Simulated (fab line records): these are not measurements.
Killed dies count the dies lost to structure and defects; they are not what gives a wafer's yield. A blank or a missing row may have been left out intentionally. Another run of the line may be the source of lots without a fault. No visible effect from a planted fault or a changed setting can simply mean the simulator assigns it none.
The tool behind it: which one? -- flow gf180mcu -- 14 lots, 42 wafers sampled, at 1 step of a route of 602

WHAT EACH GAUGE READ, for each wafer
GF_V1_RS_MEAS_24: the measuring method here is four-point-probe. Usual: V1_W_RS 0.325 ohm/sq, standard deviation 0.0032.
lot,measured,on,V1_W_RS (ohm/sq),flag
L612,day 18 07:45,film_metro-01,0.324 0.319 0.322,
L613,day 18 19:55,film_metro-01,0.328 0.329 0.327,
L614,day 18 22:33,film_metro-02,0.327 0.325 0.326,
L615,day 19 10:36,film_metro-02,0.325 0.321 0.328,
L616,day 19 15:20,film_metro-02,0.325 0.328 0.321,
L617,day 20 05:31,film_metro-02,0.330 0.329 0.328,
L618,day 20 13:20,film_metro-02,0.319 0.324 0.323,
L619,day 20 20:42,film_metro-03,0.318 0.322 0.323,
L622,day 22 00:34,film_metro-02,0.332 0.328 0.332,
L624,day 22 19:30,film_metro-02,0.327 0.324 0.324,
L625,day 23 00:21,film_metro-03,0.327 0.322 0.322,
L628,day 24 02:22,film_metro-02,0.327 0.322 0.327,
L632,day 25 04:29,film_metro-03,0.322 0.325 0.323,
L634,day 25 20:22,film_metro-01,0.324 0.325 0.323,

EACH LOT AND THE TOOL THAT RAN IT (in order: tool; ch and the chambers of the sampled wafers; start)
There is no process step in the record ahead of these readings.

WHAT THE TOOLS THEMSELVES READ (means of the sampled wafers that have a number; where no wafer has one, the mark that the record gives instead)
The record holds no such reading with a usual standard deviation.

THE ANSWER, worked out from the rows above alone
Rule: a lot counts as off when the mean over its wafers that have a number is more than 3 standard deviations away from the usual mean. A lot without any number at a reading at which 4 lots or more have one is off too. The other lots that the step has rows for count as sound. Order of review: gauges by route order, followed by the tools' own readings, for which a lot's mean as printed above is used. The first step at which some lot is off is used, and at that step the reading that is off furthest; a lot without a number counts as furthest.
Nothing can be told from this: no lot is off at any reading shown.

WHAT THE SIMULATOR PUT IN
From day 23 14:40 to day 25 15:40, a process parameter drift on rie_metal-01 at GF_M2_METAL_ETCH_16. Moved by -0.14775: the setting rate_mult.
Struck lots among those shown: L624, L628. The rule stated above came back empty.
